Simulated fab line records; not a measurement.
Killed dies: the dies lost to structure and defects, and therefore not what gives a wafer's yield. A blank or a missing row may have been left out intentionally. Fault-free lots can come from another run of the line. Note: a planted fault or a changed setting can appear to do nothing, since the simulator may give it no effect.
Problem report in the 8D (eight disciplines) form, filled by code / flow sky130 / the parts of the form that need people (team, actions taken, sign-off) are left out

== 1. THE PROBLEM ==
rfFwdPowerW at SKY_CAPM_CVD_00 reads a mean of 371.0 W on 1 wafer of 1 lot; wafers without a fault read 440.2 W with a standard deviation of 1.8. Measured from the usual mean, that is -38 standard deviations.
The step: deposits SiO2, target thk 15.5 nm.
Seen first at day 36 21:17 on pecvd-04, wafer L470.3. The record holds 39 wafers of 13 lots with a number at this step. The rule behind "out" and "out of limits": a value lying over 4 standard deviations away from the usual mean. Any other wafer with a number is counted as sound.

== 2. WHAT THIS IS AND IS NOT ==
question=which readings at this step | is=rfFwdPowerW | is not=heaterPowerW
question=which lots | is=L470 | is not=L467, L469, L475, L480, L481, L482, L483, L484, L485, L486, L488, L489
question=which wafers of those lots | is=L470.3 | is not=L470.4, L470.6
question=read on which tools | is=pecvd-04 | is not=pecvd-01, pecvd-02
question=when | is=from day 36 21:17 | is not=up to then (8 sound wafers); but 30 sound wafers of L475, L480, L481, L482, L483, L484, L485, L486, L488, L489 came after

== 3. WHAT RULES OUT EACH SUSPECT ==
Counting: a tool at a process step up to the reading stays a suspect if it ran every lot that is out. Sound lots after the first of them don't rule it out here, since some wafers of a struck lot are sound.
- pecvd-04 at SKY_CAPM_CVD_00 (deposits SiO2, target thk 15.5 nm): kept. The lot that is out, L470, ran on it at day 36 21:17; the last sound lot it ran before that was L469, at day 36 15:21. Out on those wafers are its own readings of rfFwdPowerW.
- In pecvd-04 at SKY_CAPM_CVD_00, the wafers that are out were processed in chamber 0 and their sound lot-mates in chambers 1, 2.
After counting, what remains is pecvd-04 at SKY_CAPM_CVD_00.

== 4. THE CAUSE (what the simulator had put in) ==
pecvd-04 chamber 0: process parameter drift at SKY_CAPM_CVD_00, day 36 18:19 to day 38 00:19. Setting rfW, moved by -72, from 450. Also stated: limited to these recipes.
Only this tool survived the counting.

== 5. THE CHAIN OF EFFECTS, in route order ==
One row per reading whose mean, taken over the struck wafers that have a number, lies over 3 standard deviations from the usual. Readings are gone through only where the record gives a usual standard deviation; hours: the median, over the lots, of the time from a lot's start at the first step in this table giving one to that lot's start at this step; sigmas: the change measured in usual standard deviations.
hours=0; step=SKY_CAPM_CVD_00; reading=rfFwdPowerW; usual=440.2 W; on struck wafers=371.0; change=-69.2; sigmas=-38
hours=0; step=SKY_CAPM_THK_MEAS_01; reading=CAPM_CVD_00_THK; usual=15.42 nm; on struck wafers=14.55; change=-0.87; sigmas=-3.2
hours=51; step=SKY_METAL3_ETCH_17; reading=oesProductAu; usual=0.753 a.u.; on struck wafers=0.727; change=-0.026; sigmas=-3.6
Its process steps:
- SKY_CAPM_CVD_00: deposits SiO2, target thk 15.5 nm.
- SKY_METAL3_ETCH_17: etches SiO2 in C4F8/O2/Ar, stops on TiN, time 3.9 s, target depth 15 nm.

== 6. WHAT WOULD HAVE CAUGHT IT SOONER ==
3 hours passed between the start of the fault at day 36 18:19 and the first reading out of limits in this record, taken at day 36 21:17.
